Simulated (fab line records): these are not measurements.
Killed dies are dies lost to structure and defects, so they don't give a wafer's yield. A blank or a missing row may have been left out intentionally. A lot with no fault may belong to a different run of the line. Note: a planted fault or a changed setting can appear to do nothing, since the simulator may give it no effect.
Matching of chambers -- flow sky130 -- cmp-01 running SKY_LI_CONTACT_CMP_02: 4 sister chambers
The step polishes PSG. 14 wafers are shown with their chamber, then 7 later ones without.

WAFERS WITH THEIR CHAMBER
wafer,chamber,motorCurrentA (A),timeToEndpointS (s),headPressurePsi (psi)
L591.1,3,13.1,31.5,3.997
L591.4,1,13.0,38.1,3.998
L591.5,0,9.8,36.0,3.993
L592.1,0,10.3,35.2,3.992
L592.2,2,10.9,35.3,4.002
L592.4,3,14.0,32.8,3.991
L595.3,0,10.1,35.3,4.005
L595.4,1,12.8,36.7,4.016
L595.5,0,10.3,33.6,4.004
L603.1,3,13.3,35.5,4.001
L603.2,0,11.1,36.4,3.996
L603.6,3,14.0,34.3,3.992
L606.2,1,12.9,41.2,3.998
L606.3,0,10.6,35.3,3.993

SIGNATURES (averages over the wafers above)
reading,chamber 0,chamber 1,chamber 2,chamber 3,scatter within a chamber
motorCurrentA,10.367,12.900,10.900,13.600,0.409
timeToEndpointS,35.300,38.667,35.300,33.525,1.56
headPressurePsi,3.99717,4.00400,4.00200,3.99525,0.00672
Rule: for each reading, subtract the chamber's mean from the wafer's reading, divide by that reading's scatter and square the result; add these up over the readings and take the root, which gives the wafer's distance from the chamber. If the next closest chamber is less than 2 further off than the closest, the wafer can't be placed; otherwise it belongs to the closest. The scatter is the square root of a quotient: the sum, over the shown wafers, of each reading's squared deviation from its chamber's mean, divided by wafers minus chambers.

WAFERS WHOSE CHAMBER IS MISSING
wafer,motorCurrentA (A),timeToEndpointS (s),headPressurePsi (psi)
L606.5,12.5,36.9,3.991
L610.1,13.5,39.6,4.002
L610.3,10.4,37.7,3.998
L610.5,13.4,38.6,3.994
L611.1,13.1,36.2,3.998
L611.2,13.5,32.8,4.016
L611.6,11.4,34.8,3.987

WHICH CHAMBER EACH ONE RAN IN
wafer,from the rows above,in truth
L606.5,can't be placed: 1 or 3 or 2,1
L610.1,1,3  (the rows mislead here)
L610.3,can't be placed: 0 or 2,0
L610.5,can't be placed: 1 or 3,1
L611.1,can't be placed: 1 or 3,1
L611.2,can't be placed: 3 or 1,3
L611.6,can't be placed: 2 or 0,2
Placed correctly: 0 of 7. Unplaceable from these rows: 6, with the true chamber sitting among the candidates in 6. Placed wrongly: 1.
